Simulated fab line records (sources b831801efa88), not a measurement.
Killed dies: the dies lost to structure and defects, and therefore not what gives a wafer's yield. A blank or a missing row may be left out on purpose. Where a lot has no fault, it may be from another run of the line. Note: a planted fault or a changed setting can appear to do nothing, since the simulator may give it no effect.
fab line records :: flow sfq_line
record
  lots=6
  wafers=18
  last_day=93
route steps=325 shown M7@285 I7@296
lots untouched by any fault: they come from a run of this same line in which no faults occurred
start_h: hours from the record's first day to the start of the lot's first wafer shown :: wait_h: time in hours since the lot's previous step :: " as in the row above :: L1.1+2: several wafers, shown together as one row :: - either no value or no given start :: * or withheld: withheld :: < > ~ a bound
route shown NAME@n: names a module that has steps shown in the file, with the first one's number in the route :: usual: mean/standard deviation taken from wafers without a fault :: same: alike in all rows :: chamber/n: place in a boat :: sites: readings site by site :: _std_site: their standard deviation :: _edge_site: mean of outer sites minus mean of inner sites :: radius_mm: for every site, how far away it sits from the centre of the wafer :: mask NAME#n: copy n :: behind: tool/chamber where the wafer was last shaped :: hold: what put the lot on hold/how long, in hours/how the hold closed :: device: names the non-switching transistor (n, p or np) :: end of line: tests run on the same wafers once the route is complete :: for a step that has no rows: nothing shown but its recipe :: killed: count of dies lost to structure and defects at first sort (not the wafer's yield) :: map: the dies of a wafer, with x for killed, . for not killed, _ for no die there
set.NAME: the setting as run; set.NAME@STEP: as run at that earlier step :: model.NAME: the simulator's own value behind a step, which no gauge read
a table for each step, a row for each wafer; lots at some steps of the route
services: the hour from which a tool's chamber was out of use, counted from the record's first day as start_h (under 0 if before that day), plus the number of hours and why
## steps
# step SFQ_TRILAYER_M7_LITHO_COAT_182
# recipe
  resist=BARC
  spin_rpm=3000
  resist_thk_nm=62
# step SFQ_TRILAYER_M7_LITHO_COAT_177
# recipe
  resist=KrF
  spin_rpm=3000
  resist_thk_nm=600
# step SFQ_TRILAYER_M7_LITHO_SOFTBAKE_181
# recipe
  temp_c=withheld
  time_s=withheld
  resist=KrF
# step SFQ_TRILAYER_M7_LITHO_EXPOSE_178
# recipe
  mask_id=M7
  na=0.6
  source_shape=conventional
  sigma_outer=0.65
  target_cd_nm=500
  dose_mj=14.4
# step SFQ_TRILAYER_M7_LITHO_PEB_180
# recipe
  peb_temp_c=115
  peb_time_s=60
  resist=KrF
# step SFQ_TRILAYER_M7_LITHO_DEVELOP_179
# recipe
  time_s=60
  resist=KrF
# step SFQ_M7_OVL_MEAS_945
# usual
  M7_OVL=3/6.4
lot.wafer: L924.1
tool: overlay-02
chamber: -
start_h: 1723.70
wait_h: 0.1
M7_OVL[nm]: 2

lot.wafer: L924.5
tool: overlay-02
chamber: -
start_h: 1723.70
wait_h: 0.1
M7_OVL[nm]: 2

lot.wafer: L924.6
tool: overlay-02
chamber: -
start_h: 1723.70
wait_h: 0.1
M7_OVL[nm]: 0

lot.wafer: L926.2
tool: overlay-01
chamber: -
start_h: 1796.46
wait_h: 0.1
M7_OVL[nm]: -6

lot.wafer: L926.3
tool: overlay-01
chamber: -
start_h: 1796.46
wait_h: 0.1
M7_OVL[nm]: 0

lot.wafer: L926.6
tool: overlay-01
chamber: -
start_h: 1796.46
wait_h: 0.1
M7_OVL[nm]: 0

lot.wafer: L933.2
tool: overlay-02
chamber: -
start_h: 2025.23
wait_h: 0.1
M7_OVL[nm]: 1

lot.wafer: L933.3
tool: overlay-02
chamber: -
start_h: 2025.23
wait_h: 0.1
M7_OVL[nm]: 7

lot.wafer: L933.4
tool: overlay-02
chamber: -
start_h: 2025.23
wait_h: 0.1
M7_OVL[nm]: 11

lot.wafer: L934.1
tool: overlay-01
chamber: -
start_h: 2029.42
wait_h: 0.1
M7_OVL[nm]: 4

lot.wafer: L934.2
tool: overlay-01
chamber: -
start_h: 2029.42
wait_h: 0.1
M7_OVL[nm]: 10

lot.wafer: L934.6
tool: overlay-01
chamber: -
start_h: 2029.42
wait_h: 0.1
M7_OVL[nm]: 11

lot.wafer: L936.3
tool: overlay-01
chamber: -
start_h: 2033.79
wait_h: 0.1
M7_OVL[nm]: 8

lot.wafer: L936.4
tool: overlay-01
chamber: -
start_h: 2033.79
wait_h: 0.1
M7_OVL[nm]: 0

lot.wafer: L936.5
tool: overlay-01
chamber: -
start_h: 2033.79
wait_h: 0.1
M7_OVL[nm]: 3

lot.wafer: L943.3
tool: overlay-01
chamber: -
start_h: 2069.57
wait_h: 0.1
M7_OVL[nm]: 8

lot.wafer: L943.4
tool: overlay-01
chamber: -
start_h: 2069.57
wait_h: 0.1
M7_OVL[nm]: 6

lot.wafer: L943.6
tool: overlay-01
chamber: -
start_h: 2069.57
wait_h: 0.1
M7_OVL[nm]: 8
# step SFQ_TRILAYER_M7_BARC_OPEN_METAL_ETCH_229
# recipe
  mask_material=PR
  chemistry=O2
  target_depth_nm=125
  target=BARC
  icp_w=600
  bias_w=80
  pressure_mtorr=10
  time_s=41.7
# usual
  drypump_motor_current_A=5.6/0.34
  oes_product_au=0.686/0.0047
lot.wafer: L924.1
tool: rie_metal-03
chamber: 1
start_h: 1723.74
wait_h: 0.0
drypump_motor_current_A: 5.3
oes_product_au: 0.695
rf_hours_counter_h: 50

lot.wafer: L924.5
tool: rie_metal-03
chamber: 0
start_h: 1723.74
wait_h: 0.0
drypump_motor_current_A: 5.3
oes_product_au: 0.687
rf_hours_counter_h: -

lot.wafer: L924.6
tool: rie_metal-03
chamber: 1
start_h: 1723.74
wait_h: 0.0
drypump_motor_current_A: 5.3
oes_product_au: 0.681
rf_hours_counter_h: -

lot.wafer: L926.2
tool: rie_metal-02
chamber: 0
start_h: 1796.49
wait_h: 0.0
drypump_motor_current_A: 5.4
oes_product_au: 0.686
rf_hours_counter_h: 100

lot.wafer: L926.3
tool: rie_metal-02
chamber: 0
start_h: 1796.49
wait_h: 0.0
drypump_motor_current_A: 5.4
oes_product_au: 0.684
rf_hours_counter_h: -

lot.wafer: L926.6
tool: rie_metal-02
chamber: 1
start_h: 1796.49
wait_h: 0.0
drypump_motor_current_A: 6.2
oes_product_au: 0.691
rf_hours_counter_h: -

lot.wafer: L933.2
tool: rie_metal-01
chamber: 1
start_h: 2025.26
wait_h: 0.0
drypump_motor_current_A: 5.5
oes_product_au: 0.683
rf_hours_counter_h: 18

lot.wafer: L933.3
tool: rie_metal-01
chamber: 1
start_h: 2025.26
wait_h: 0.0
drypump_motor_current_A: 5.4
oes_product_au: 0.679
rf_hours_counter_h: -

lot.wafer: L933.4
tool: rie_metal-01
chamber: 0
start_h: 2025.26
wait_h: 0.0
drypump_motor_current_A: 5.9
oes_product_au: 0.685
rf_hours_counter_h: -

lot.wafer: L934.1
tool: rie_metal-01
chamber: 0
start_h: 2029.46
wait_h: 0.0
drypump_motor_current_A: 5.9
oes_product_au: 0.680
rf_hours_counter_h: 7

lot.wafer: L934.2
tool: rie_metal-01
chamber: 1
start_h: 2029.46
wait_h: 0.0
drypump_motor_current_A: 5.5
oes_product_au: 0.685
rf_hours_counter_h: 19

lot.wafer: L934.6
tool: rie_metal-01
chamber: 0
start_h: 2029.46
wait_h: 0.0
drypump_motor_current_A: 5.9
oes_product_au: 0.683
rf_hours_counter_h: -

lot.wafer: L936.3
tool: rie_metal-02
chamber: 0
start_h: 2033.83
wait_h: 0.0
drypump_motor_current_A: 5.4
oes_product_au: 0.688
rf_hours_counter_h: -

lot.wafer: L936.4
tool: rie_metal-02
chamber: 1
start_h: 2033.83
wait_h: 0.0
drypump_motor_current_A: 6.3
oes_product_au: 0.679
rf_hours_counter_h: -

lot.wafer: L936.5
tool: rie_metal-02
chamber: 1
start_h: 2033.83
wait_h: 0.0
drypump_motor_current_A: 6.2
oes_product_au: 0.677
rf_hours_counter_h: -

lot.wafer: L943.3
tool: rie_metal-03
chamber: 0
start_h: 2069.61
wait_h: 0.0
drypump_motor_current_A: 5.4
oes_product_au: 0.687
rf_hours_counter_h: -

lot.wafer: L943.4
tool: rie_metal-03
chamber: 1
start_h: 2069.61
wait_h: 0.0
drypump_motor_current_A: 5.3
oes_product_au: 0.687
rf_hours_counter_h: -

lot.wafer: L943.6
tool: rie_metal-03
chamber: 0
start_h: 2069.61
wait_h: 0.0
drypump_motor_current_A: 5.4
oes_product_au: 0.686
rf_hours_counter_h: -
# step SFQ_TRILAYER_M7_ETCH_METAL_ETCH_180
# recipe
  target=Nb
  stop_on=SiO2
  mask_material=PR
  chemistry=Cl2/Ar
  target_depth_nm=240
  icp_w=600
  bias_w=80
  pressure_mtorr=10
  time_s=120
# usual
  drypump_motor_current_A=5.6/0.35
  oes_product_au=0.895/0.0065
lot.wafer: L924.1
tool: rie_metal-03
chamber: 1
start_h: 1723.80
wait_h: 0.0
drypump_motor_current_A: 5.3
oes_product_au: 0.884
rf_hours_counter_h: 50

lot.wafer: L924.5
tool: rie_metal-03
chamber: 0
start_h: 1723.80
wait_h: 0.0
drypump_motor_current_A: 5.4
oes_product_au: 0.881
rf_hours_counter_h: -

lot.wafer: L924.6
tool: rie_metal-03
chamber: 1
start_h: 1723.80
wait_h: 0.0
drypump_motor_current_A: 5.3
oes_product_au: 0.891
rf_hours_counter_h: -

lot.wafer: L926.2
tool: rie_metal-02
chamber: 0
start_h: 1796.55
wait_h: 0.0
drypump_motor_current_A: 5.4
oes_product_au: 0.892
rf_hours_counter_h: 100

lot.wafer: L926.3
tool: rie_metal-02
chamber: 0
start_h: 1796.55
wait_h: 0.0
drypump_motor_current_A: 5.4
oes_product_au: 0.889
rf_hours_counter_h: -

lot.wafer: L926.6
tool: rie_metal-02
chamber: 1
start_h: 1796.55
wait_h: 0.0
drypump_motor_current_A: 6.2
oes_product_au: 0.887
rf_hours_counter_h: -

lot.wafer: L933.2
tool: rie_metal-01
chamber: 1
start_h: 2025.32
wait_h: 0.0
drypump_motor_current_A: 5.4
oes_product_au: 0.892
rf_hours_counter_h: 18

lot.wafer: L933.3
tool: rie_metal-01
chamber: 1
start_h: 2025.32
wait_h: 0.0
drypump_motor_current_A: 5.4
oes_product_au: 0.893
rf_hours_counter_h: -

lot.wafer: L933.4
tool: rie_metal-01
chamber: 0
start_h: 2025.32
wait_h: 0.0
drypump_motor_current_A: 5.9
oes_product_au: 0.901
rf_hours_counter_h: -

lot.wafer: L934.1
tool: rie_metal-01
chamber: 0
start_h: 2029.52
wait_h: 0.0
drypump_motor_current_A: 5.9
oes_product_au: 0.896
rf_hours_counter_h: 7

lot.wafer: L934.2
tool: rie_metal-01
chamber: 1
start_h: 2029.52
wait_h: 0.0
drypump_motor_current_A: 5.4
oes_product_au: 0.899
rf_hours_counter_h: 19

lot.wafer: L934.6
tool: rie_metal-01
chamber: 0
start_h: 2029.52
wait_h: 0.0
drypump_motor_current_A: 5.9
oes_product_au: 0.896
rf_hours_counter_h: -

lot.wafer: L936.3
tool: rie_metal-02
chamber: 0
start_h: 2033.91
wait_h: 0.1
drypump_motor_current_A: 5.4
oes_product_au: 0.905
rf_hours_counter_h: -

lot.wafer: L936.4
tool: rie_metal-02
chamber: 1
start_h: 2033.91
wait_h: 0.1
drypump_motor_current_A: 6.3
oes_product_au: 0.894
rf_hours_counter_h: -

lot.wafer: L936.5
tool: rie_metal-02
chamber: 1
start_h: 2033.91
wait_h: 0.1
drypump_motor_current_A: 6.3
oes_product_au: 0.895
rf_hours_counter_h: -

lot.wafer: L943.3
tool: rie_metal-03
chamber: 0
start_h: 2069.69
wait_h: 0.1
drypump_motor_current_A: 5.4
oes_product_au: 0.893
rf_hours_counter_h: -

lot.wafer: L943.4
tool: rie_metal-03
chamber: 1
start_h: 2069.69
wait_h: 0.1
drypump_motor_current_A: 5.3
oes_product_au: 0.896
rf_hours_counter_h: -

lot.wafer: L943.6
tool: rie_metal-03
chamber: 0
start_h: 2069.69
wait_h: 0.1
drypump_motor_current_A: 5.4
oes_product_au: 0.895
rf_hours_counter_h: -
# step SFQ_TRILAYER_M7_STRIP_STRIP_181
# recipe
  gas=O2
  power_w=200
  platen_temp_c=40
  overash_fraction=0.65
  chemistry=O2
  pressure_mtorr=50
# usual
  drypump_motor_current_A=5.6/0.35
  oes_product_au=0.999/0.009
lot.wafer: L924.1
tool: rie_metal-03
chamber: 1
start_h: 1723.92
wait_h: 0.1
drypump_motor_current_A: 5.3
oes_product_au: 0.994
rf_hours_counter_h: 50

lot.wafer: L924.5
tool: rie_metal-03
chamber: 0
start_h: 1723.92
wait_h: 0.1
drypump_motor_current_A: 5.3
oes_product_au: 1.009
rf_hours_counter_h: -

lot.wafer: L924.6
tool: rie_metal-03
chamber: 1
start_h: 1723.92
wait_h: 0.1
drypump_motor_current_A: 5.3
oes_product_au: 0.976
rf_hours_counter_h: -

lot.wafer: L926.2
tool: rie_metal-02
chamber: 0
start_h: 1796.67
wait_h: 0.1
drypump_motor_current_A: 5.4
oes_product_au: 0.980
rf_hours_counter_h: 100

lot.wafer: L926.3
tool: rie_metal-02
chamber: 0
start_h: 1796.67
wait_h: 0.1
drypump_motor_current_A: 5.4
oes_product_au: 0.987
rf_hours_counter_h: -

lot.wafer: L926.6
tool: rie_metal-02
chamber: 1
start_h: 1796.67
wait_h: 0.1
drypump_motor_current_A: 6.2
oes_product_au: 0.992
rf_hours_counter_h: -

lot.wafer: L933.2
tool: rie_metal-01
chamber: 1
start_h: 2025.45
wait_h: 0.1
drypump_motor_current_A: 5.5
oes_product_au: 1.008
rf_hours_counter_h: 18

lot.wafer: L933.3
tool: rie_metal-01
chamber: 1
start_h: 2025.45
wait_h: 0.1
drypump_motor_current_A: 5.4
oes_product_au: 1.011
rf_hours_counter_h: -

lot.wafer: L933.4
tool: rie_metal-01
chamber: 0
start_h: 2025.45
wait_h: 0.1
drypump_motor_current_A: 5.9
oes_product_au: 0.990
rf_hours_counter_h: -

lot.wafer: L934.1
tool: rie_metal-01
chamber: 0
start_h: 2029.65
wait_h: 0.1
drypump_motor_current_A: 5.8
oes_product_au: 0.986
rf_hours_counter_h: 8

lot.wafer: L934.2
tool: rie_metal-01
chamber: 1
start_h: 2029.65
wait_h: 0.1
drypump_motor_current_A: 5.4
oes_product_au: 1.005
rf_hours_counter_h: 19

lot.wafer: L934.6
tool: rie_metal-01
chamber: 0
start_h: 2029.65
wait_h: 0.1
drypump_motor_current_A: 5.8
oes_product_au: 0.997
rf_hours_counter_h: -

lot.wafer: L936.3
tool: rie_metal-02
chamber: 0
start_h: 2034.20
wait_h: 0.2
drypump_motor_current_A: 5.4
oes_product_au: 1.010
rf_hours_counter_h: -

lot.wafer: L936.4
tool: rie_metal-02
chamber: 1
start_h: 2034.20
wait_h: 0.2
drypump_motor_current_A: 6.3
oes_product_au: 1.001
rf_hours_counter_h: -

lot.wafer: L936.5
tool: rie_metal-02
chamber: 1
start_h: 2034.20
wait_h: 0.2
drypump_motor_current_A: 6.3
oes_product_au: 0.996
rf_hours_counter_h: -

lot.wafer: L943.3
tool: rie_metal-03
chamber: 0
start_h: 2069.97
wait_h: 0.2
drypump_motor_current_A: 5.4
oes_product_au: 0.995
rf_hours_counter_h: -

lot.wafer: L943.4
tool: rie_metal-03
chamber: 1
start_h: 2069.97
wait_h: 0.2
drypump_motor_current_A: 5.3
oes_product_au: 0.990
rf_hours_counter_h: -

lot.wafer: L943.6
tool: rie_metal-03
chamber: 0
start_h: 2069.97
wait_h: 0.2
drypump_motor_current_A: 5.4
oes_product_au: 1.001
rf_hours_counter_h: -
# step SFQ_TRILAYER_M7_STRIP_SOLV_CLEAN_182
# recipe
  chemistry=NMP
  temp_c=70
  time_s=600
# step SFQ_TRILAYER_I7_DEP_PECVD_183
# recipe
  material=SiO2
  temp_c=150
  time_s=111.11
  pressure_torr=2.4
  rf_w=183.3
  precursor=SiH4/N2O
  target_thk_nm=500
# usual
  heater_power_w=80/11
  throttle_valve_pct=24.4/1.5
lot.wafer: L924.1
tool: pecvd-04
chamber: 2
start_h: 1724.72
wait_h: 0.0
heater_power_w: 73
throttle_valve_pct: 23.6

lot.wafer: L924.5
tool: pecvd-04
chamber: 2
start_h: 1724.72
wait_h: 0.0
heater_power_w: 63
throttle_valve_pct: 23.2

lot.wafer: L924.6
tool: pecvd-04
chamber: 0
start_h: 1724.72
wait_h: 0.0
heater_power_w: 80
throttle_valve_pct: 22.8

lot.wafer: L926.2
tool: pecvd-01
chamber: 0
start_h: 1797.45
wait_h: 0.0
heater_power_w: 68
throttle_valve_pct: 27.5

lot.wafer: L926.3
tool: pecvd-01
chamber: 1
start_h: 1797.45
wait_h: 0.0
heater_power_w: 78
throttle_valve_pct: 24.0

lot.wafer: L926.6
tool: pecvd-01
chamber: 0
start_h: 1797.45
wait_h: 0.0
heater_power_w: 72
throttle_valve_pct: 28.0

lot.wafer: L933.2
tool: pecvd-01
chamber: 2
start_h: 2026.22
wait_h: 0.0
heater_power_w: 77
throttle_valve_pct: 25.7

lot.wafer: L933.3
tool: pecvd-01
chamber: 0
start_h: 2026.22
wait_h: 0.0
heater_power_w: 76
throttle_valve_pct: 27.7

lot.wafer: L933.4
tool: pecvd-01
chamber: 1
start_h: 2026.22
wait_h: 0.0
heater_power_w: 80
throttle_valve_pct: 24.1

lot.wafer: L934.1
tool: pecvd-04
chamber: 1
start_h: 2030.60
wait_h: 0.0
heater_power_w: 101
throttle_valve_pct: 23.7

lot.wafer: L934.2
tool: pecvd-04
chamber: 0
start_h: 2030.60
wait_h: 0.0
heater_power_w: 80
throttle_valve_pct: 23.7

lot.wafer: L934.6
tool: pecvd-04
chamber: 0
start_h: 2030.60
wait_h: 0.0
heater_power_w: 83
throttle_valve_pct: 23.4

lot.wafer: L936.3
tool: pecvd-04
chamber: 0
start_h: 2034.77
wait_h: 0.0
heater_power_w: 86
throttle_valve_pct: 23.5

lot.wafer: L936.4
tool: pecvd-04
chamber: 2
start_h: 2034.77
wait_h: 0.0
heater_power_w: 66
throttle_valve_pct: 24.0

lot.wafer: L936.5
tool: pecvd-04
chamber: 0
start_h: 2034.77
wait_h: 0.0
heater_power_w: 91
throttle_valve_pct: 23.4

lot.wafer: L943.3
tool: pecvd-01
chamber: 2
start_h: 2070.55
wait_h: 0.0
heater_power_w: 74
throttle_valve_pct: 24.0

lot.wafer: L943.4
tool: pecvd-01
chamber: 1
start_h: 2070.55
wait_h: 0.0
heater_power_w: 76
throttle_valve_pct: 21.4

lot.wafer: L943.6
tool: pecvd-01
chamber: 2
start_h: 2070.55
wait_h: 0.0
heater_power_w: 77
throttle_valve_pct: 23.7
# step SFQ_TRILAYER_I7_CMP_CMP_184
# recipe
  material=SiO2
  down_force_psi=3
  platen_rpm=60
  pad_velocity_m_s=0.94248
# usual
  motor_current_A=10.0/0.98
  slurry_filter_dp_kPa=13.50/0.13
  time_to_endpoint_s=216/8.9
lot.wafer: L924.1
tool: cmp-01
chamber: 2
start_h: 1726.29
wait_h: 1.5
motor_current_A: 9.5
slurry_filter_dp_kPa: 13.48
time_to_endpoint_s: 215

lot.wafer: L924.5
tool: cmp-01
chamber: 3
start_h: 1726.29
wait_h: 1.5
motor_current_A: 9.4
slurry_filter_dp_kPa: 13.67
time_to_endpoint_s: 230

lot.wafer: L924.6
tool: cmp-01
chamber: 0
start_h: 1726.29
wait_h: 1.5
motor_current_A: 10.3
slurry_filter_dp_kPa: 13.68
time_to_endpoint_s: 220

lot.wafer: L926.2
tool: cmp-02
chamber: 2
start_h: 1797.53
wait_h: 0.0
motor_current_A: 8.8
slurry_filter_dp_kPa: 13.39
time_to_endpoint_s: 216

lot.wafer: L926.3
tool: cmp-02
chamber: 0
start_h: 1798.53
wait_h: 1.0
motor_current_A: 9.8
slurry_filter_dp_kPa: 13.46
time_to_endpoint_s: 228

lot.wafer: L926.6
tool: cmp-02
chamber: 2
start_h: 1799.53
wait_h: 2.0
motor_current_A: 8.7
slurry_filter_dp_kPa: 13.39
time_to_endpoint_s: 223

lot.wafer: L933.3
tool: cmp-02
chamber: 3
start_h: 2033.64
wait_h: 7.4
motor_current_A: 11.8
slurry_filter_dp_kPa: 13.52
time_to_endpoint_s: 222

lot.wafer: L933.2
tool: cmp-02
chamber: 0
start_h: 2033.64
wait_h: 7.4
motor_current_A: 9.9
slurry_filter_dp_kPa: 13.41
time_to_endpoint_s: 124

lot.wafer: L933.4
tool: cmp-02
chamber: 1
start_h: 2033.64
wait_h: 7.4
motor_current_A: 8.9
slurry_filter_dp_kPa: 13.49
time_to_endpoint_s: 125

lot.wafer: L934.2
tool: cmp-01
chamber: 3
start_h: 2034.78
wait_h: 4.1
motor_current_A: 9.5
slurry_filter_dp_kPa: 13.56
time_to_endpoint_s: 206

lot.wafer: L934.1
tool: cmp-01
chamber: 1
start_h: 2035.78
wait_h: 5.1
motor_current_A: 10.8
slurry_filter_dp_kPa: 13.28
time_to_endpoint_s: 205

lot.wafer: L934.6
tool: cmp-01
chamber: 2
start_h: 2035.78
wait_h: 5.1
motor_current_A: 9.9
slurry_filter_dp_kPa: 13.43
time_to_endpoint_s: 200

lot.wafer: L936.4
tool: cmp-02
chamber: 0
start_h: 2040.14
wait_h: 5.3
motor_current_A: 10.0
slurry_filter_dp_kPa: 13.36
time_to_endpoint_s: 125

lot.wafer: L936.3
tool: cmp-02
chamber: 1
start_h: 2040.14
wait_h: 5.3
motor_current_A: 8.7
slurry_filter_dp_kPa: 13.55
time_to_endpoint_s: 208

lot.wafer: L936.5
tool: cmp-02
chamber: 3
start_h: 2041.64
wait_h: 6.8
motor_current_A: 12.4
slurry_filter_dp_kPa: 13.38
time_to_endpoint_s: 217

lot.wafer: L943.4
tool: cmp-01
chamber: 3
start_h: 2070.63
wait_h: 0.0
motor_current_A: 9.3
slurry_filter_dp_kPa: 13.50
time_to_endpoint_s: 224

lot.wafer: L943.3
tool: cmp-01
chamber: 2
start_h: 2072.13
wait_h: 1.5
motor_current_A: 10.7
slurry_filter_dp_kPa: 13.57
time_to_endpoint_s: 204

lot.wafer: L943.6
tool: cmp-01
chamber: 3
start_h: 2072.13
wait_h: 1.5
motor_current_A: 9.5
slurry_filter_dp_kPa: 13.46
time_to_endpoint_s: 212
# step SFQ_I7_BOW_MEAS_946
# recipe
  mode=bow
# usual
  I7_BOW=7/12
lot.wafer: L924.1
tool: film_metro-03
chamber: -
start_h: 1727.79
wait_h: 1.0
I7_BOW[um]: -2

lot.wafer: L924.5
tool: film_metro-03
chamber: -
start_h: 1727.79
wait_h: 1.0
I7_BOW[um]: -3

lot.wafer: L924.6
tool: film_metro-03
chamber: -
start_h: 1727.79
wait_h: 1.0
I7_BOW[um]: 5

lot.wafer: L926.2
tool: film_metro-03
chamber: -
start_h: 1800.55
wait_h: 2.5
I7_BOW[um]: 8

lot.wafer: L926.3
tool: film_metro-03
chamber: -
start_h: 1800.55
wait_h: 2.5
I7_BOW[um]: 12

lot.wafer: L926.6
tool: film_metro-03
chamber: -
start_h: 1800.55
wait_h: 2.5
I7_BOW[um]: 7

lot.wafer: L933.2
tool: film_metro-02
chamber: -
start_h: 2036.16
wait_h: 1.5
I7_BOW[um]: 1

lot.wafer: L933.3
tool: film_metro-02
chamber: -
start_h: 2036.16
wait_h: 1.5
I7_BOW[um]: 11

lot.wafer: L933.4
tool: film_metro-02
chamber: -
start_h: 2036.16
wait_h: 1.5
I7_BOW[um]: -1

lot.wafer: L934.1
tool: film_metro-03
chamber: -
start_h: 2037.28
wait_h: 1.0
I7_BOW[um]: 16

lot.wafer: L934.2
tool: film_metro-03
chamber: -
start_h: 2037.28
wait_h: 1.0
I7_BOW[um]: -7

lot.wafer: L934.6
tool: film_metro-03
chamber: -
start_h: 2037.28
wait_h: 1.0
I7_BOW[um]: 8

lot.wafer: L936.3
tool: film_metro-02
chamber: -
start_h: 2042.18
wait_h: 1.0
I7_BOW[um]: 23

lot.wafer: L936.4
tool: film_metro-02
chamber: -
start_h: 2042.18
wait_h: 1.0
I7_BOW[um]: 19

lot.wafer: L936.5
tool: film_metro-02
chamber: -
start_h: 2042.18
wait_h: 1.0
I7_BOW[um]: 14

lot.wafer: L943.3
tool: film_metro-02
chamber: -
start_h: 2073.67
wait_h: 1.0
I7_BOW[um]: 10

lot.wafer: L943.4
tool: film_metro-02
chamber: -
start_h: 2073.67
wait_h: 1.0
I7_BOW[um]: 22

lot.wafer: L943.6
tool: film_metro-02
chamber: -
start_h: 2073.67
wait_h: 1.0
I7_BOW[um]: 28
## services
tool: pecvd-01
chamber: -
start_h: 1706.47
hours: 0.3
kind: repair

tool: cmp-01
chamber: -
start_h: 1715.98
hours: 3.4
kind: pm

tool: rie_metal-02
chamber: 1
start_h: 1724.98
hours: 5.9
kind: repair

tool: pecvd-01
chamber: -
start_h: 1729.74
hours: 14.6
kind: pm

tool: rie_metal-03
chamber: 1
start_h: 1740.91
hours: 10.2
kind: repair

tool: cmp-01
chamber: -
start_h: 1748.65
hours: 1.2
kind: repair

tool: cmp-01
chamber: -
start_h: 1749.81
hours: 0.7
kind: repair

tool: pecvd-04
chamber: 2
start_h: 1753.22
hours: 4.1
kind: repair

tool: rie_metal-01
chamber: 1
start_h: 1755.90
hours: 3.2
kind: repair

tool: pecvd-04
chamber: 1
start_h: 1761.19
hours: 16.4
kind: repair

tool: cmp-01
chamber: -
start_h: 1762.65
hours: 0.4
kind: repair

tool: cmp-02
chamber: -
start_h: 1771.68
hours: 4.0
kind: pm

tool: pecvd-04
chamber: -
start_h: 1803.80
hours: 0.2
kind: repair

tool: cmp-02
chamber: -
start_h: 1823.71
hours: 4.4
kind: repair

tool: cmp-01
chamber: -
start_h: 1829.80
hours: 0.7
kind: repair

tool: pecvd-04
chamber: -
start_h: 1860.44
hours: 1.1
kind: repair

tool: cmp-02
chamber: -
start_h: 1894.74
hours: 6.9
kind: pm

tool: cmp-01
chamber: -
start_h: 1897.85
hours: 0.8
kind: repair

tool: cmp-01
chamber: -
start_h: 1910.09
hours: 2.3
kind: repair

tool: cmp-02
chamber: -
start_h: 1933.74
hours: 2.6
kind: repair

tool: cmp-02
chamber: -
start_h: 1940.57
hours: 6.3
kind: pm

tool: rie_metal-01
chamber: -
start_h: 1979.37
hours: 2.8
kind: pm

tool: rie_metal-03
chamber: 1
start_h: 2006.65
hours: 2.2
kind: repair

tool: rie_metal-02
chamber: -
start_h: 2067.98
hours: 1.4
kind: repair
## key
first_sign
  step=SFQ_TRILAYER_I7_CMP_CMP_184
  reading=time_to_endpoint_s
  direction=down
  sigmas=10
  usual=*
  struck=*
effect none on later readings
met_at SFQ_TRILAYER_I7_CMP_CMP_184
struck_wafers L933.2,L933.4,L936.4
fault
  kind=process_parameter_drift
  tool=cmp-02
  chamber=-
  onset_h=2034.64
  steps=SFQ_TRILAYER_I7_CMP_CMP_184
  channel=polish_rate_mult
  offset=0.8
  shape=step
  end_h=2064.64
  scope=struck_wafers_only
